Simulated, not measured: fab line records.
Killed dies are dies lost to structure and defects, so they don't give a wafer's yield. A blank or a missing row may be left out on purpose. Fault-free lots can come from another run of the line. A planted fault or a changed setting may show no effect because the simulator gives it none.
fab line records	flow gf180mcu
record: lots: 13	wafers: 38	lastDay: 34
route steps=602 shown LVPWELL@62 CONTACT@309 M1@316 M2@363
lots that met no fault: from a run of the same line without faults
startH: start of the lot's first displayed wafer, in hours after the record's first day	waitH: how many hours have passed since the lot's step before this one	" same as the row above	L1.1+2: several wafers, shown together as one row	- no value, or no start given	* or withheld: withheld	< > ~ a bound
route shown NAME@n: NAME is a module with steps in the file, n the number in the route of the first one	usual: mean/standard deviation of fault-free wafers	same: alike in all rows	chamber/n: place in a boat	sites: each site's reading	_std_site: standard deviation of those values	_edge_site: the outer-site mean with the inner-site mean subtracted	radiusMm: how far each site lies from the wafer's centre	mask NAME#n: copy n	behind: tool/chamber where the wafer was last shaped	hold: why the lot went on hold/how many hours it stayed there/how the hold came to an end	device: transistor that didn't switch, given as n, p or np	end of line: the same wafers' tests at the end of the route	for a step that has no rows: nothing shown but its recipe	killed: count of dies lost to structure and defects at first sort (not the wafer's yield)	map: the dies of a wafer, with x for killed, . for not killed, _ for no die there
set.NAME: the setting as run; set.NAME@STEP: as run at that earlier step	model.NAME: the simulator's own value behind a step, which no gauge read
the route's steps for a sample of lots (tables are steps, rows are wafers)
services: a tool's chamber out of use, with start hour (startH, from the record's first day; less than 0 if before it), hours out, and reason
== steps ==
step: GF_LVPWELL_IMPLANT_08
recipe: species: B	energyKev: 170	doseCm2: 1.5e+13	tiltDeg: 0
lot.wafer	tool	chamber	startH	waitH
L946.2+4+6	implanter-03	0	70.34	0.0
L948.3+4+6	implanter-03	0	79.58	0.1
L949.1+2+5	implanter-03	0	86.59	0.0
L950.2+3+5	implanter-04	0	95.71	0.0
L951.1+2+3	implanter-03	0	99.77	0.0
L952.3+4+6	implanter-04	0	105.23	0.1
L953.1+3+5	implanter-04	0	109.69	0.0
L954.1+2+4	implanter-03	0	116.04	0.0
L955.2+3+4	implanter-03	0	122.11	0.0
L956.4+5+6	implanter-01	0	126.56	0.1
L957.4+5+6	implanter-04	0	132.19	0.1
L962.2+5	implanter-03	0	159.31	0.0
L967.2+3+6	implanter-01	0	190.76	0.0
step: GF_VT_IMPLANT_RS_MEAS_48
recipe: thkMeasGauge: four-point-probe
usual: LVPWELL_RS: 1196.6/3
lot.wafer	tool	chamber	startH	waitH	LVPWELL_RS[ohm/sq]
L946.2	filmMetro-03	-	159.66	0.1	1197.0
L946.4	"	-	"	"	1194.7
L946.6	"	-	"	"	1196.9
L948.3	filmMetro-03	-	169.89	0.1	1193.2
L948.4	"	-	"	"	1193.5
L948.6	"	-	"	"	1192.8
L949.1	filmMetro-04	-	179.18	0.1	1198.3
L949.2	"	-	"	"	1199.3
L949.5	"	-	"	"	1199.2
L950.2	filmMetro-03	-	189.10	0.1	1198.0
L950.3	"	-	"	"	1200.9
L950.5	"	-	"	"	1199.7
L951.1	filmMetro-02	-	193.88	0.1	1195.5
L951.2	"	-	"	"	1197.9
L951.3	"	-	"	"	1190.8
L952.3	filmMetro-02	-	200.97	0.1	1194.8
L952.4	"	-	"	"	1199.7
L952.6	"	-	"	"	1196.8
L953.1	filmMetro-03	-	207.49	0.1	1201.1
L953.3	"	-	"	"	1199.7
L953.5	"	-	"	"	1196.0
L954.1	filmMetro-04	-	214.40	0.1	1198.0
L954.2	"	-	"	"	1200.3
L954.4	"	-	"	"	1196.5
L955.2	filmMetro-03	-	222.10	0.1	1197.8
L955.3	"	-	"	"	1197.6
L955.4	"	-	"	"	1198.0
L956.4	filmMetro-03	-	226.94	0.1	1193.6
L956.5	"	-	"	"	1193.5
L956.6	"	-	"	"	1188.2
L957.4	filmMetro-02	-	233.60	0.1	1197.1
L957.5	"	-	"	"	1198.1
L957.6	"	-	"	"	1195.3
L962.2	filmMetro-04	-	266.42	0.1	1210.9
L962.5	"	-	"	"	1197.1
L967.2	filmMetro-02	-	301.95	0.1	1195.7
L967.3	"	-	"	"	1191.9
L967.6	"	-	"	"	1191.1
step: GF_CONTACT_SPUTTER_22
recipe: material: Ti	targetThkNm: 15	chamberPressurePa: 5	powerW: 2500	substrateTempC: 200	timeS: 80.02
usual: chamberPressurePa: 5.000/0.01	throttleValvePct: 29.9/0.74
same: timeS: 80.02
lot.wafer	tool	chamber	startH	waitH	chamberPressurePa	throttleValvePct
L946.2	pvdSputter-01	-	361.23	0.0	5.009	30.7
L946.4	"	-	"	"	5.008	28.9
L946.6	"	-	"	"	5.014	29.5
L948.3	pvdSputter-03	-	381.78	0.0	5.010	30.3
L948.4	"	-	"	"	5.019	30.8
L948.6	"	-	"	"	5.004	31.1
L949.1	pvdSputter-01	-	386.23	0.0	5.008	29.2
L949.2	"	-	"	"	5.001	30.8
L949.5	"	-	"	"	4.991	29.2
L950.2	pvdSputter-01	-	407.72	0.0	5.008	30.6
L950.3	"	-	"	"	5.006	29.4
L950.5	"	-	"	"	5.001	30.6
L951.1	pvdSputter-02	-	410.27	0.0	5.011	29.8
L951.2	"	-	"	"	4.999	29.4
L951.3	"	-	"	"	4.997	29.7
L952.3	pvdSputter-02	-	423.24	0.0	5.001	29.9
L952.4	"	-	"	"	4.991	29.5
L952.6	"	-	"	"	5.009	29.6
L954.1	pvdSputter-03	-	448.27	0.0	5.006	30.9
L954.2	"	-	"	"	4.998	30.5
L954.4	"	-	"	"	4.991	30.2
L953.1	pvdSputter-02	-	448.38	0.0	5.007	29.7
L953.3	"	-	"	"	5.000	29.3
L953.5	"	-	"	"	5.007	29.8
L955.2	pvdSputter-01	-	470.10	0.0	5.003	29.2
L955.3	"	-	"	"	5.010	30.4
L955.4	"	-	"	"	4.978	28.9
L956.4	pvdSputter-03	-	470.35	0.0	5.008	28.5
L956.5	"	-	"	"	4.990	31.1
L956.6	"	-	"	"	5.012	30.4
L957.4	pvdSputter-01	-	477.99	0.0	4.990	30.4
L957.5	"	-	"	"	5.013	30.5
L957.6	"	-	"	"	5.007	28.8
L962.2	pvdSputter-03	-	515.01	0.0	4.986	30.3
L962.5	"	-	"	"	4.992	28.6
L967.2	pvdSputter-02	-	546.97	0.0	5.005	29.6
L967.3	"	-	"	"	5.006	29.4
L967.6	"	-	"	"	5.006	29.7
step: GF_M1_SPUTTER_01
recipe: material: TiN	targetThkNm: 30	powerW: 6500	timeS: 25	chamberPressurePa: 0.4
usual: chamberPressurePa: 0.4001/0.00085	throttleValvePct: 29.6/0.45
same: timeS: 25
lot.wafer	tool	chamber	startH	waitH	chamberPressurePa	throttleValvePct
L946.2	pvdSputter-04	-	362.01	0.1	0.3999	29.0
L946.4	"	-	"	"	0.4003	29.4
L946.6	"	-	"	"	0.3997	29.2
L948.3	pvdSputter-02	-	382.56	0.1	0.3992	29.6
L948.4	"	-	"	"	0.4003	29.3
L948.6	"	-	"	"	0.4010	30.0
L949.1	pvdSputter-02	-	387.01	0.1	0.4002	29.4
L949.2	"	-	"	"	0.4000	30.2
L949.5	"	-	"	"	0.3998	29.3
L950.2	pvdSputter-04	-	408.50	0.1	0.4003	29.6
L950.3	"	-	"	"	0.4007	28.8
L950.5	"	-	"	"	0.4007	29.4
L951.1	pvdSputter-01	-	411.05	0.1	0.3995	29.2
L951.2	"	-	"	"	0.4005	30.3
L951.3	"	-	"	"	0.3996	30.5
L952.3	pvdSputter-04	-	424.02	0.1	0.3989	29.6
L952.4	"	-	"	"	0.4017	29.7
L952.6	"	-	"	"	0.3992	29.5
L954.1	pvdSputter-04	-	449.05	0.1	0.4015	29.8
L954.2	"	-	"	"	0.4022	29.0
L954.4	"	-	"	"	0.3988	29.7
L953.1	pvdSputter-02	-	449.16	0.1	0.4009	29.3
L953.3	"	-	"	"	0.4003	29.6
L953.5	"	-	"	"	0.4000	29.9
L955.2	pvdSputter-04	-	470.88	0.1	0.3993	29.5
L955.3	"	-	"	"	0.3995	29.2
L955.4	"	-	"	"	0.4009	29.7
L956.4	pvdSputter-02	-	471.13	0.1	0.4003	29.2
L956.5	"	-	"	"	0.3999	29.6
L956.6	"	-	"	"	0.4004	30.0
L957.4	pvdSputter-02	-	478.77	0.1	0.4000	29.4
L957.5	"	-	"	"	0.3999	29.6
L957.6	"	-	"	"	0.4003	29.9
L962.2	pvdSputter-04	-	515.79	0.1	0.3998	29.6
L962.5	"	-	"	"	0.3999	29.3
L967.2	pvdSputter-01	-	547.75	0.1	0.4003	29.5
L967.3	"	-	"	"	0.4000	28.7
L967.6	"	-	"	"	0.4000	30.4
step: GF_M2_SPUTTER_01
recipe: material: TiN	targetThkNm: 30	powerW: 6500	timeS: 25	chamberPressurePa: 0.4
usual: chamberPressurePa: 0.4000/0.00082	throttleValvePct: 29.6/0.53
same: timeS: 25
lot.wafer	tool	chamber	startH	waitH	chamberPressurePa	throttleValvePct
L946.2	pvdSputter-03	-	411.84	0.1	0.3990	30.1
L946.4	"	-	"	"	0.3991	31.0
L946.6	"	-	"	"	0.3987	30.0
L948.3	pvdSputter-04	-	432.94	0.1	0.4001	29.5
L948.4	"	-	"	"	0.3993	29.3
L948.6	"	-	"	"	0.4000	29.8
L949.1	pvdSputter-04	-	437.05	0.1	0.4010	29.7
L949.2	"	-	"	"	0.4001	29.6
L949.5	"	-	"	"	0.3981	29.5
L950.2	pvdSputter-02	-	460.41	0.1	0.4004	29.8
L950.3	"	-	"	"	0.4008	29.3
L950.5	"	-	"	"	0.3998	29.8
L951.1	pvdSputter-03	-	462.21	0.1	0.3995	31.0
L951.2	"	-	"	"	0.3994	30.3
L951.3	"	-	"	"	0.3995	30.6
L952.3	pvdSputter-04	-	476.68	0.1	0.3985	29.7
L952.4	"	-	"	"	0.4005	29.5
L952.6	"	-	"	"	0.3973	29.4
L954.1	pvdSputter-02	-	500.85	0.1	0.4003	29.4
L954.2	"	-	"	"	0.4000	30.0
L954.4	"	-	"	"	0.4003	29.9
L953.1	pvdSputter-04	-	501.03	0.1	0.3996	28.9
L953.3	"	-	"	"	0.4012	29.4
L953.5	"	-	"	"	0.3998	29.2
L955.2	pvdSputter-03	-	521.52	0.1	0.4000	31.2
L955.3	"	-	"	"	0.3995	30.4
L955.4	"	-	"	"	0.3992	30.1
L956.4	pvdSputter-04	-	522.06	0.1	0.3999	29.6
L956.5	"	-	"	"	0.3999	29.7
L956.6	"	-	"	"	0.3994	29.0
L957.4	pvdSputter-02	-	529.25	0.1	0.4000	30.0
L957.5	"	-	"	"	0.4000	29.2
L957.6	"	-	"	"	0.3995	29.8
L962.2	pvdSputter-04	-	565.10	0.1	0.4005	29.4
L962.5	"	-	"	"	0.4001	29.9
L967.2	pvdSputter-02	-	595.47	0.1	0.3993	30.1
L967.3	"	-	"	"	0.4007	29.5
L967.6	"	-	"	"	0.4012	29.7
== services ==
tool	chamber	startH	hours	kind
implanter-03	-	87.10	3.0	repair
implanter-04	-	102.44	2.7	repair
pvdSputter-03	-	122.27	2.7	repair
pvdSputter-02	-	159.75	3.1	repair
pvdSputter-01	-	199.58	5.0	repair
pvdSputter-02	-	224.68	1.3	repair
implanter-03	-	236.21	4.6	pm
pvdSputter-01	-	237.90	6.4	repair
pvdSputter-01	-	253.34	5.4	repair
implanter-03	-	295.68	2.8	repair
pvdSputter-02	-	327.51	4.7	repair
implanter-03	-	347.50	5.3	pm
implanter-03	-	374.93	17.4	pm
pvdSputter-03	-	407.33	0.7	repair
pvdSputter-01	-	414.40	14.3	repair
pvdSputter-03	-	424.70	9.0	repair
implanter-03	-	425.70	2.2	pm
implanter-03	-	458.98	3.8	repair
pvdSputter-04	-	481.41	1.1	repair
implanter-03	-	482.96	1.7	repair
pvdSputter-03	-	490.28	3.2	repair
implanter-03	-	537.69	0.6	repair
pvdSputter-02	-	557.11	1.6	repair
pvdSputter-01	-	587.81	0.8	repair
== key ==
firstSign: step: GF_VT_IMPLANT_RS_MEAS_48	reading: LVPWELL_RS	direction: up	sigmas: 4.8	usual: 1196.6	struck: 1210.9
effect none on later readings
metAt GF_LVPWELL_IMPLANT_08
struckLots L962
struckWafers L962.2
testerLeftOut L962
notActingAt GF_CONTACT_SPUTTER_22,GF_M1_SPUTTER_01,GF_M2_SPUTTER_01
onsetBetween 122.11 159.31
fault: kind: processParameterDrift	tool: implanter-03	chamber: -	onsetH: 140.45	steps: GF_LVPWELL_IMPLANT_08	channel: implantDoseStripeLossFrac	offset: 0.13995	shape: step	endH: 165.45	scope: struckWafersOnly
testerLeftOut: of these lots the tester's yield and bins aren't shown, on N5 and GAA mostly nor the transistor test; their killed dies are dies lost to structure and defects alone, not to doping, threshold or leakage, so they don't give the yield
